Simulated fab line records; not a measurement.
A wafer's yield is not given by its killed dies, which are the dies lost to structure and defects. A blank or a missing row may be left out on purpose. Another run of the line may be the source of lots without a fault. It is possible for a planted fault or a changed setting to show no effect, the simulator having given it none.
fab line records	flow sky130
[record] lots = 13	wafers = 39	last-day = 50
route steps=708 shown FIELD_ISO@26 VT_ADJUST_HVTP@94 VT_ADJUST_NCORE@126 POLY_CUT@315 PAD_OPEN@708
lots that met no fault: from a run of the same line without faults
start-h: start of the lot's first displayed wafer, in hours after the record's first day	wait-h: time in hours since the lot's previous step	" the same as in the row above	L1.1+2: one row covering several wafers at once	- no value, or no start given	* or withheld: withheld	< > ~ a bound
route shown NAME@n: NAME is a module with steps in the file, n the number in the route of the first one	usual: mean/standard deviation of fault-free wafers	same: alike in all rows	chamber/n: place in a boat	sites: per-site readings	_std_site: how widely they spread, as a standard deviation	_edge_site: the outer-site mean with the inner-site mean subtracted	radius-mm: how far each site lies from the wafer's centre	mask NAME#n: copy n	behind: tool/chamber where the wafer was last shaped	hold: what put the lot on hold/how long, in hours/how the hold closed	device: names the non-switching transistor (n, p or np)	end of line: tests of these same wafers at the route's end	a step given without rows: its recipe and nothing more	killed: dies that structure and defects cost at the first sort, which is not the same as the wafer's yield	map: a wafer's dies, x killed, . not, _ none there
set.NAME: the setting as run; set.NAME@STEP: as run at that earlier step	model.NAME: the simulator's own value behind a step, which no gauge read
the route's steps for a sample of lots (tables are steps, rows are wafers)
services: a tool's chamber out of use, with start hour (start-h, from the record's first day; less than 0 if before it), hours out, and reason
[[steps]]
[step SKY_FIELD_ISO_THK_MEAS_25]
[recipe] reads = SiO2_of_FIELD_ISO_CVD_24
[usual] FIELD_ISO_CVD_24_THK = 592/6.2
lot.wafer	tool	chamber	start-h	wait-h	FIELD_ISO_CVD_24_THK[nm]
L423.4	film-metro-01	-	29.83	0.0	600
L423.5	"	-	"	"	594
L423.6	"	-	"	"	591
L424.2	film-metro-01	-	36.57	0.1	590
L424.5	"	-	"	"	593
L424.6	"	-	"	"	595
L425.1	film-metro-01	-	43.05	0.0	594
L425.5	"	-	"	"	594
L425.6	"	-	"	"	598
L427.1	film-metro-01	-	52.99	0.0	590
L427.3	"	-	"	"	585
L427.5	"	-	"	"	594
L429.1	film-metro-01	-	60.86	0.0	591
L429.5	"	-	"	"	595
L429.6	"	-	"	"	598
L433.2	film-metro-03	-	82.10	0.0	598
L433.4	"	-	"	"	604
L433.5	"	-	"	"	601
L434.1	film-metro-04	-	90.22	0.0	577
L434.3	"	-	"	"	585
L434.6	"	-	"	"	582
L435.2	film-metro-03	-	95.98	0.0	593
L435.3	"	-	"	"	600
L435.6	"	-	"	"	589
L436.2	film-metro-04	-	100.83	0.0	582
L436.3	"	-	"	"	582
L436.4	"	-	"	"	587
L437.1	film-metro-03	-	104.19	0.0	594
L437.4	"	-	"	"	599
L437.5	"	-	"	"	589
L443.3	film-metro-04	-	135.74	0.1	587
L443.4	"	-	"	"	594
L443.5	"	-	"	"	594
L444.1	film-metro-01	-	141.34	0.0	591
L444.2	"	-	"	"	593
L444.4	"	-	"	"	591
L446.2	film-metro-01	-	150.98	0.0	590
L446.3	"	-	"	"	589
L446.5	"	-	"	"	586
[step SKY_VT_ADJUST_HVTP_IMPLANT_09]
[recipe] species = As	energy-kev = 150	dose-cm2 = 4.3e+12	tilt-deg = withheld
[usual] dose-ions-cm2 = 4.3e+12/4.5e+09	faraday-current-uA = 24.3/0.51
[same] implant-ion-amu = 75
lot.wafer	tool	chamber	start-h	wait-h	dose-ions-cm2	faraday-current-uA
L423.4	implanter-04	0	119.15	0.1	4.298e+12	24.2
L423.5	"	0	"	"	4.295e+12	23.9
L423.6	"	0	"	"	4.297e+12	25.3
L424.2	implanter-01	0	125.80	0.0	4.302e+12	24.3
L424.5	"	0	"	"	4.301e+12	24.4
L424.6	"	0	"	"	4.306e+12	24.5
L425.1	implanter-01	0	132.29	0.0	4.299e+12	24.1
L425.5	"	0	"	"	4.296e+12	24.1
L425.6	"	0	"	"	4.303e+12	24.6
L427.1	implanter-01	0	147.09	0.0	4.298e+12	24.0
L427.3	"	0	"	"	4.301e+12	24.0
L427.5	"	0	"	"	4.295e+12	24.0
L429.1	implanter-03	0	153.94	0.0	4.302e+12	24.3
L429.5	"	0	"	"	4.303e+12	23.6
L429.6	"	0	"	"	4.301e+12	24.7
L433.2	implanter-01	0	184.07	0.0	4.296e+12	23.9
L433.4	"	0	"	"	4.302e+12	24.4
L433.5	"	0	"	"	4.289e+12	24.7
L434.1	implanter-03	0	193.94	0.0	4.299e+12	25.8
L434.3	"	0	"	"	4.308e+12	24.4
L434.6	"	0	"	"	4.305e+12	24.6
L435.2	implanter-04	0	199.94	0.0	4.305e+12	24.1
L435.3	"	0	"	"	4.306e+12	24.0
L435.6	"	0	"	"	4.307e+12	23.4
L436.2	implanter-01	0	202.42	0.0	4.297e+12	24.6
L436.3	"	0	"	"	4.303e+12	24.0
L436.4	"	0	"	"	4.298e+12	24.3
L437.1	implanter-03	0	208.22	0.0	4.303e+12	24.7
L437.4	"	0	"	"	4.293e+12	24.1
L437.5	"	0	"	"	4.295e+12	24.3
L443.3	implanter-04	0	248.39	0.1	2.582e+12	14.2
L443.4	"	0	"	"	2.58e+12	14.4
L443.5	"	0	"	"	2.578e+12	15.1
L444.1	implanter-04	0	252.87	0.0	2.578e+12	14.5
L444.2	"	0	"	"	2.586e+12	14.5
L444.4	"	0	"	"	2.582e+12	14.6
L446.2	implanter-03	0	266.47	0.0	4.303e+12	24.8
L446.3	"	0	"	"	4.298e+12	24.6
L446.5	"	0	"	"	4.304e+12	24.8
[step SKY_VT_ADJUST_HVTP_TW_MEAS_11]
[usual] VT_ADJUST_HVTP_TW = 1364/13
lot.wafer	tool	chamber	start-h	wait-h	hold	VT_ADJUST_HVTP_TW
L423.4	film-metro-04	-	119.35	0.1	-	1371
L423.5	"	-	"	"	-	1368
L423.6	"	-	"	"	-	1368
L424.2	film-metro-02	-	126.03	0.1	-	1345
L424.5	"	-	"	"	-	1348
L424.6	"	-	"	"	-	1348
L425.1	film-metro-01	-	132.54	0.1	-	1381
L425.5	"	-	"	"	-	1375
L425.6	"	-	"	"	-	1386
L427.1	film-metro-01	-	147.34	0.1	-	1386
L427.3	"	-	"	"	-	1386
L427.5	"	-	"	"	-	1389
L429.1	film-metro-01	-	154.19	0.1	-	1380
L429.5	"	-	"	"	-	1385
L429.6	"	-	"	"	-	1390
L433.2	film-metro-04	-	184.30	0.1	-	1363
L433.4	"	-	"	"	-	1362
L433.5	"	-	"	"	-	1359
L434.1	film-metro-04	-	194.19	0.1	-	1364
L434.3	"	-	"	"	-	1357
L434.6	"	-	"	"	-	1357
L435.2	film-metro-02	-	200.18	0.1	-	1350
L435.3	"	-	"	"	-	1347
L435.6	"	-	"	"	-	1354
L436.2	film-metro-04	-	202.65	0.1	-	1362
L436.3	"	-	"	"	-	1363
L436.4	"	-	"	"	-	1359
L437.1	film-metro-01	-	208.47	0.1	-	1379
L437.4	"	-	"	"	-	1371
L437.5	"	-	"	"	-	1377
L443.3	film-metro-04	-	248.61	0.1	await-dispo/0.2h/release	1143
L443.4	"	-	"	"	await-dispo/0.2h/release	1148
L443.5	"	-	"	"	await-dispo/0.2h/release	1152
L443.3	film-metro-04	-	248.84	0.2	-	1145
L443.4	"	-	"	"	-	1155
L443.5	"	-	"	"	-	1149
L444.1	film-metro-04	-	253.12	0.1	await-dispo/0.2h/release	1155
L444.2	"	-	"	"	await-dispo/0.2h/release	1152
L444.4	"	-	"	"	await-dispo/0.2h/release	1154
L444.1	film-metro-04	-	253.35	0.2	-	1149
L444.2	"	-	"	"	-	1156
L444.4	"	-	"	"	-	1150
L446.2	film-metro-04	-	266.70	0.1	-	1348
L446.3	"	-	"	"	-	1360
L446.5	"	-	"	"	-	1353
[step SKY_VT_ADJUST_NCORE_CD_MEAS_07]
[recipe] target-cd-nm = 380
[usual] cd-nm = 379.6/2.1
lot.wafer	tool	chamber	start-h	wait-h	cd-nm
L423.4	cd-sem-02	-	177.82	0.2	379.4
L423.5	"	-	"	"	375.3
L423.6	"	-	"	"	377.8
L424.2	cd-sem-02	-	184.03	0.2	379.9
L424.5	"	-	"	"	379.3
L424.6	"	-	"	"	378.5
L425.1	cd-sem-01	-	190.87	0.1	380.1
L425.5	"	-	"	"	381.5
L425.6	"	-	"	"	381.2
L427.1	cd-sem-02	-	209.34	0.1	379.7
L427.3	"	-	"	"	379.5
L427.5	"	-	"	"	382.5
L429.1	cd-sem-02	-	215.06	0.1	379.7
L429.5	"	-	"	"	379.0
L429.6	"	-	"	"	377.5
L433.2	cd-sem-01	-	249.24	0.1	376.6
L433.4	"	-	"	"	376.8
L433.5	"	-	"	"	374.8
L434.1	cd-sem-02	-	260.31	0.1	377.3
L434.3	"	-	"	"	378.0
L434.6	"	-	"	"	377.9
L435.2	cd-sem-02	-	268.64	0.1	381.4
L435.3	"	-	"	"	380.9
L435.6	"	-	"	"	380.8
L436.2	cd-sem-02	-	271.28	0.1	376.2
L436.3	"	-	"	"	378.7
L436.4	"	-	"	"	377.0
L437.1	cd-sem-02	-	275.44	0.1	375.9
L437.4	"	-	"	"	374.8
L437.5	"	-	"	"	378.4
L443.3	cd-sem-01	-	322.75	0.1	378.4
L443.4	"	-	"	"	381.4
L443.5	"	-	"	"	378.7
L444.1	cd-sem-01	-	325.71	0.1	379.7
L444.2	"	-	"	"	377.7
L444.4	"	-	"	"	380.6
L446.2	cd-sem-02	-	341.73	0.1	380.1
L446.3	"	-	"	"	378.7
L446.5	"	-	"	"	378.9
[step SKY_POLY_CUT_CD_MEAS_08]
[recipe] target-cd-nm = 270
[usual] cd-nm = 270.0/1.6
lot.wafer	tool	chamber	start-h	wait-h	cd-nm
L423.4	cd-sem-02	-	552.94	-	268.6
L423.5	"	-	"	"	268.5
L423.6	"	-	"	"	267.9
L424.2	cd-sem-02	-	560.13	-	270.8
L424.5	"	-	"	"	271.7
L424.6	"	-	"	"	270.7
L425.1	cd-sem-02	-	568.63	-	266.4
L425.5	"	-	"	"	267.0
L425.6	"	-	"	"	268.0
L427.1	cd-sem-01	-	587.49	-	270.2
L427.3	"	-	"	"	271.6
L427.5	"	-	"	"	272.1
L429.1	cd-sem-01	-	598.88	-	271.5
L429.5	"	-	"	"	272.1
L429.6	"	-	"	"	272.4
L433.2	cd-sem-01	-	640.50	-	271.3
L433.4	"	-	"	"	270.0
L433.5	"	-	"	"	270.9
L434.1	cd-sem-02	-	655.81	-	270.2
L434.3	"	-	"	"	270.0
L434.6	"	-	"	"	269.0
L435.2	cd-sem-01	-	658.70	-	270.0
L435.3	"	-	"	"	270.1
L435.6	"	-	"	"	271.0
L436.2	cd-sem-02	-	663.68	-	267.5
L436.3	"	-	"	"	268.0
L436.4	"	-	"	"	268.7
L437.1	cd-sem-01	-	666.73	-	269.5
L437.4	"	-	"	"	269.7
L437.5	"	-	"	"	271.5
L443.3	cd-sem-01	-	727.77	-	270.3
L443.4	"	-	"	"	269.9
L443.5	"	-	"	"	270.0
L444.1	cd-sem-01	-	733.89	-	268.1
L444.2	"	-	"	"	269.7
L444.4	"	-	"	"	269.4
L446.2	cd-sem-02	-	740.30	-	270.6
L446.3	"	-	"	"	271.7
L446.5	"	-	"	"	270.8
[step SKY_PAD_OPEN_PROBE_99]
[usual] killed_at_M0_to_M3 = 42/6.6	killed_at_M4_up = 3.1/1.9	killed-at-contacts = 25/5.7	killed-at-front-end = 16/5	killed-at-other = 0.2/0.38	killed-dies = 86/9.6	killed-open = 47/7.2	killed-short = 39/6.2
[same] gross-dies = 492	killed-at-back-side = 0
lot.wafer	tool	chamber	start-h	wait-h	hold	killed_at_M0_to_M3	killed_at_M4_up	killed-at-contacts	killed-at-front-end	killed-at-other	killed-dies	killed-open	killed-short
L423.4	prober-01	-	1074.84	0.2	-	42	2	21	24	0	89	44	45
L423.5	prober-01	-	1074.89	0.2	-	40	1	18	22	0	81	43	38
L423.6	prober-01	-	1074.94	0.2	-	35	2	19	18	0	74	38	36
L427.1	prober-01	-	1099.93	0.1	-	44	4	24	14	0	86	50	36
L427.3	prober-01	-	1100.03	0.2	-	33	3	29	20	0	85	38	47
L427.5	prober-01	-	1100.13	0.2	-	39	0	40	21	0	100	57	43
L429.1	prober-01	-	1105.50	0.1	-	46	2	19	10	0	77	42	35
L429.5	prober-01	-	1105.70	0.2	-	40	8	20	16	0	84	34	50
L429.6	prober-01	-	1105.75	0.2	-	38	2	31	14	0	85	47	38
L433.2	prober-01	-	1136.84	0.1	-	47	4	17	12	0	80	40	40
L433.4	prober-01	-	1136.94	0.2	-	53	4	33	16	0	106	61	45
L433.5	prober-01	-	1136.99	0.2	-	30	1	32	17	0	80	46	34
L434.1	prober-02	-	1147.68	0.1	-	34	2	30	19	0	85	46	39
L434.3	prober-02	-	1147.78	0.2	-	38	4	27	19	1	89	54	35
L434.6	prober-02	-	1147.93	0.2	-	44	8	29	13	1	95	54	41
L435.2	prober-01	-	1149.18	0.1	-	43	6	25	14	1	89	49	40
L435.3	prober-01	-	1149.23	0.2	-	48	0	15	18	1	82	37	45
L435.6	prober-01	-	1149.38	0.2	-	47	4	21	19	0	91	43	48
L436.2	prober-02	-	1152.74	0.1	-	35	6	35	20	0	96	49	47
L436.3	prober-02	-	1152.79	0.2	-	34	3	27	16	0	80	40	40
L436.4	prober-02	-	1152.84	0.2	-	52	4	28	13	0	97	51	46
L443.3	prober-01	-	1191.95	0.2	await-dispo/3.3h/release	35	8	19	18	0	80	45	35
L443.4	prober-01	-	1192.00	0.2	await-dispo/3.3h/release	40	3	19	14	0	76	42	34
L443.5	prober-01	-	1192.05	0.2	await-dispo/3.3h/release	43	2	22	14	0	81	45	36
L444.1	prober-02	-	1193.35	0.1	await-dispo/1.3h/release	33	5	23	20	0	81	44	37
L444.2	prober-02	-	1193.40	0.1	await-dispo/1.3h/release	39	2	21	16	0	78	42	36
L444.4	prober-02	-	1193.50	0.2	await-dispo/1.3h/release	30	2	24	11	0	67	40	27
// killed by level:class
L423.4 LI_CONTACT:geometric-particle:open=9 POLY_GATE:geometric-particle:open=7 METAL1:geometric-particle:short=7 METAL2:geometric-particle:short=7 FIELD_ISO:geometric-particle:short=6 CONTACT:geometric-particle:open=6 VIA1:geometric-particle:short=6 METAL1:geometric-particle:open=4
L423.5 METAL1:geometric-particle:short=9 VIA2:geometric-particle:open=6 CONTACT:geometric-particle:open=6 VIA3:geometric-particle:open=6 POLY_GATE:geometric-particle:open=5 LOCAL_INTERCONNECT:geometric-particle:short=5 VIA3:geometric-particle:short=5 FIELD_ISO:geometric-particle:short=4
L423.6 FIELD_ISO:geometric-particle:open=7 VIA1:geometric-particle:open=7 CONTACT:geometric-particle:open=6 METAL1:geometric-particle:short=6 METAL2:geometric-particle:short=6 LI_CONTACT:geometric-particle:open=5 VIA2:geometric-particle:open=5 LOCAL_INTERCONNECT:geometric-particle:short=4
L427.1 VIA1:geometric-particle:open=10 CONTACT:geometric-particle:open=10 METAL1:geometric-particle:short=8 VIA2:geometric-particle:open=7 VIA3:geometric-particle:open=5 FIELD_ISO:geometric-particle:open=4 POLY_GATE:geometric-particle:open=4 LI_CONTACT:geometric-particle:open=4
L427.3 CONTACT:geometric-particle:open=9 CONTACT:geometric-particle:short=7 FIELD_ISO:geometric-particle:short=6 LI_CONTACT:geometric-particle:open=6 FIELD_ISO:geometric-particle:open=5 METAL1:geometric-particle:short=5 VIA2:geometric-particle:open=4 LOCAL_INTERCONNECT:geometric-particle:short=4
L427.5 LI_CONTACT:geometric-particle:open=14 VIA1:geometric-particle:open=12 CONTACT:geometric-particle:open=11 CONTACT:geometric-particle:short=8 POLY_GATE:geometric-particle:short=6 VIA2:geometric-particle:open=6 POLY_GATE:geometric-particle:open=5 VIA3:geometric-particle:short=5
L429.1 VIA1:geometric-particle:open=14 CONTACT:geometric-particle:open=10 METAL2:geometric-particle:short=7 VIA2:geometric-particle:open=6 LI_CONTACT:geometric-particle:open=5 VIA1:geometric-particle:short=5 METAL1:geometric-particle:short=5 FIELD_ISO:geometric-particle:short=4
L429.5 FIELD_ISO:geometric-particle:short=7 CONTACT:geometric-particle:open=7 METAL1:geometric-particle:short=7 VIA1:geometric-particle:short=6 VIA1:geometric-particle:open=6 METAL2:geometric-particle:short=6 CONTACT:geometric-particle:short=5 VIA3:geometric-particle:open=5
L429.6 LI_CONTACT:geometric-particle:open=11 VIA3:geometric-particle:open=10 CONTACT:geometric-particle:short=8 METAL1:geometric-particle:short=6 VIA1:geometric-particle:open=6 METAL2:geometric-particle:short=5 VIA2:geometric-particle:open=5 LOCAL_INTERCONNECT:geometric-particle:short=4
L433.2 VIA3:geometric-particle:open=9 METAL1:geometric-particle:short=8 VIA1:geometric-particle:open=8 CONTACT:geometric-particle:short=7 FIELD_ISO:geometric-particle:short=6 CONTACT:geometric-particle:open=5 VIA1:geometric-particle:short=4 METAL3:geometric-particle:short=4
L433.4 VIA1:geometric-particle:open=17 CONTACT:geometric-particle:open=10 LI_CONTACT:geometric-particle:open=8 LOCAL_INTERCONNECT:geometric-particle:short=8 POLY_GATE:geometric-particle:open=6 METAL3:geometric-particle:short=5 METAL1:geometric-particle:short=5 VIA2:geometric-particle:open=5
L433.5 CONTACT:geometric-particle:open=13 VIA1:geometric-particle:open=9 METAL1:geometric-particle:short=8 CONTACT:geometric-particle:short=5 LOCAL_INTERCONNECT:geometric-particle:short=5 POLY_GATE:geometric-particle:short=4 POLY_GATE:geometric-particle:open=4 VIA2:geometric-particle:open=4
L434.1 CONTACT:geometric-particle:open=11 FIELD_ISO:geometric-particle:open=7 LI_CONTACT:geometric-particle:open=7 VIA3:geometric-particle:open=7 FIELD_ISO:geometric-particle:short=6 VIA1:geometric-particle:short=6 LOCAL_INTERCONNECT:geometric-particle:short=5 CONTACT:geometric-particle:short=5
L434.3 VIA1:geometric-particle:open=12 LI_CONTACT:geometric-particle:open=10 FIELD_ISO:geometric-particle:open=9 CONTACT:geometric-particle:open=9 VIA2:geometric-particle:open=6 FIELD_ISO:geometric-particle:short=4 CONTACT:geometric-particle:short=4 METAL1:geometric-particle:short=4
L434.6 LI_CONTACT:geometric-particle:open=10 VIA1:geometric-particle:open=9 CONTACT:geometric-particle:open=8 FIELD_ISO:geometric-particle:open=6 VIA1:geometric-particle:short=6 METAL4:geometric-particle:short=6 METAL2:geometric-particle:short=5 VIA2:geometric-particle:open=5
L435.2 LI_CONTACT:geometric-particle:open=12 VIA1:geometric-particle:open=10 METAL2:geometric-particle:short=8 CONTACT:geometric-particle:open=6 METAL1:geometric-particle:short=6 POLY_GATE:geometric-particle:open=5 LOCAL_INTERCONNECT:geometric-particle:short=5 VIA3:geometric-particle:open=5
L435.3 METAL1:geometric-particle:short=11 VIA1:geometric-particle:open=10 FIELD_ISO:geometric-particle:short=7 METAL2:geometric-particle:short=7 CONTACT:geometric-particle:short=6 VIA3:geometric-particle:open=6 FIELD_ISO:geometric-particle:open=4 LI_CONTACT:geometric-particle:open=4
L435.6 VIA1:geometric-particle:open=10 METAL1:geometric-particle:short=8 LI_CONTACT:geometric-particle:open=6 VIA2:geometric-particle:open=6 FIELD_ISO:geometric-particle:short=5 POLY_GATE:geometric-particle:short=5 CONTACT:geometric-particle:open=5 CONTACT:geometric-particle:short=5
L436.2 CONTACT:geometric-particle:open=12 VIA1:geometric-particle:open=8 CONTACT:geometric-particle:short=7 LI_CONTACT:geometric-particle:open=7 METAL2:geometric-particle:short=6 SONOS_ONO:geometric-particle:open=5 POLY_GATE:geometric-particle:short=5 VIA1:geometric-particle:short=5
L436.3 METAL2:geometric-particle:short=10 CONTACT:geometric-particle:short=9 CONTACT:geometric-particle:open=8 LI_CONTACT:geometric-particle:open=7 VIA1:geometric-particle:open=5 POLY_GATE:geometric-particle:short=4 VIA1:geometric-particle:short=4 VIA3:geometric-particle:open=4
L436.4 VIA1:geometric-particle:open=16 LI_CONTACT:geometric-particle:open=8 LOCAL_INTERCONNECT:geometric-particle:short=7 METAL2:geometric-particle:short=7 VIA2:geometric-particle:open=7 VIA3:geometric-particle:open=6 VIA2:geometric-particle:short=5 FIELD_ISO:geometric-particle:open=4
L443.3 VIA1:geometric-particle:open=9 CONTACT:geometric-particle:open=9 METAL1:geometric-particle:short=7 LOCAL_INTERCONNECT:geometric-particle:short=6 POLY_GATE:geometric-particle:short=5 VIA2:geometric-particle:open=5 VIA3:geometric-particle:open=5 METAL4:geometric-particle:short=5
L443.4 LI_CONTACT:geometric-particle:open=9 VIA1:geometric-particle:open=7 VIA3:geometric-particle:open=6 FIELD_ISO:geometric-particle:short=5 CONTACT:geometric-particle:open=5 METAL1:geometric-particle:short=5 VIA1:geometric-particle:short=5 VIA2:geometric-particle:short=5
L443.5 VIA1:geometric-particle:open=10 CONTACT:geometric-particle:open=9 VIA1:geometric-particle:short=8 METAL1:geometric-particle:short=7 VIA2:geometric-particle:open=6 FIELD_ISO:geometric-particle:open=5 METAL2:geometric-particle:short=5 LI_CONTACT:geometric-particle:open=4
L444.1 LI_CONTACT:geometric-particle:open=8 CONTACT:geometric-particle:open=7 VIA1:geometric-particle:open=6 FIELD_ISO:geometric-particle:open=5 FIELD_ISO:geometric-particle:short=5 CONTACT:geometric-particle:short=5 VIA1:geometric-particle:short=5 METAL2:geometric-particle:short=5
L444.2 VIA1:geometric-particle:open=12 METAL1:geometric-particle:short=8 CONTACT:geometric-particle:open=7 LOCAL_INTERCONNECT:geometric-particle:short=6 VIA2:geometric-particle:open=6 VIA3:geometric-particle:short=5 FIELD_ISO:geometric-particle:short=4 LI_CONTACT:geometric-particle:open=4
L444.4 VIA1:geometric-particle:open=11 CONTACT:geometric-particle:open=7 LI_CONTACT:geometric-particle:open=6 LOCAL_INTERCONNECT:geometric-particle:short=6 POLY_GATE:geometric-particle:open=5 VIA2:geometric-particle:open=5 METAL2:geometric-particle:short=3 VIA3:geometric-particle:short=3
[[services]]
tool	chamber	start-h	hours	kind
implanter-01	-	100.97	5.0	repair
implanter-04	-	112.71	2.5	pm
implanter-01	-	205.07	5.2	repair
implanter-03	-	220.98	5.5	pm
implanter-04	-	230.15	12.5	pm
implanter-04	-	254.27	8.8	repair
[[key]]
[first-sign] step = SKY_VT_ADJUST_HVTP_IMPLANT_09	reading = dose-ions-cm2	direction = down	sigmas = 99+	usual = *	struck = *
[effect] step = SKY_VT_ADJUST_HVTP_IMPLANT_09	reading = faraday-current-uA	direction = down	sigmas = 19	usual = 24.3	struck = 14.5
[effect] step = SKY_VT_ADJUST_HVTP_TW_MEAS_11	reading = visit	direction = added
[effect] step = SKY_VT_ADJUST_HVTP_TW_MEAS_11	reading = VT_ADJUST_HVTP_TW	direction = down	sigmas = 16	usual = 1364	struck = 1151
[effect] step = SKY_PAD_OPEN_PROBE_99	reading = hold	direction = added
met-at SKY_VT_ADJUST_HVTP_IMPLANT_09
struck-lots L443,L444
tester-left-out L443,L444
not-acting-at SKY_FIELD_ISO_THK_MEAS_25,SKY_VT_ADJUST_NCORE_CD_MEAS_07,SKY_POLY_CUT_CD_MEAS_08
onset-between 199.94 248.39
[fault] kind = process-parameter-drift	tool = implanter-04	chamber = -	onset-h = 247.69	steps = SKY_VT_ADJUST_HVTP_IMPLANT_09	channel = dose-cm2	offset = *	shape = step	end-h = 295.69	acts-in = *	stated = *
// tester-left-out: of these lots the tester's yield and bins aren't shown, on N5 and GAA mostly nor the transistor test; their killed dies are dies lost to structure and defects alone, not to doping, threshold or leakage, so they don't give the yield
